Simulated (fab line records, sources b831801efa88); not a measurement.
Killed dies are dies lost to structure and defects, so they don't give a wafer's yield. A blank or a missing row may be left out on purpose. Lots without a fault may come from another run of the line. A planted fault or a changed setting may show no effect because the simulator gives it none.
Which tool did it? | flow sky130 | 6 lots, 18 wafers sampled, at 1 step of a route of 708

WHAT THE GAUGES READ, wafer by wafer
SKY_LDD_P_TW_MEAS_11.
lot  | measured     | on            | LDD_P_TW
L277 | day 19 02:56 | film_metro-02 | 632 634 633
L280 | day 20 08:28 | film_metro-03 | 625 624 623
L284 | day 22 04:10 | film_metro-03 | 630 633 628
L287 | day 23 08:50 | film_metro-03 | 628 625 629
L291 | day 24 17:42 | film_metro-02 | 635 641 637
L297 | day 26 20:32 | film_metro-03 | 628 632 628

WHICH TOOL RAN EACH LOT (tool, then ch and the chambers of the sampled wafers, then the start)
The record holds no process step before these readings.

THE ANSWER, worked out from the rows above alone
Rule: what is usual is taken from the lots themselves. Put in order of their means at a reading, lots are off if they are a third of the lots or fewer, leave a main group of 4 or more, and stand apart from it by a gap of 3 or more times the standard deviation of the main group's means; of several such gaps the widest counts. A main group whose means are all the same, to the digits that the tables above print for the reading, isn't used. A lot without any number at a reading at which 4 lots or more have one is off too. The other lots that the step has rows for count as sound.
No lot is off at any reading shown: from this, nothing can be told.

WHAT THE SIMULATOR HAD PUT IN
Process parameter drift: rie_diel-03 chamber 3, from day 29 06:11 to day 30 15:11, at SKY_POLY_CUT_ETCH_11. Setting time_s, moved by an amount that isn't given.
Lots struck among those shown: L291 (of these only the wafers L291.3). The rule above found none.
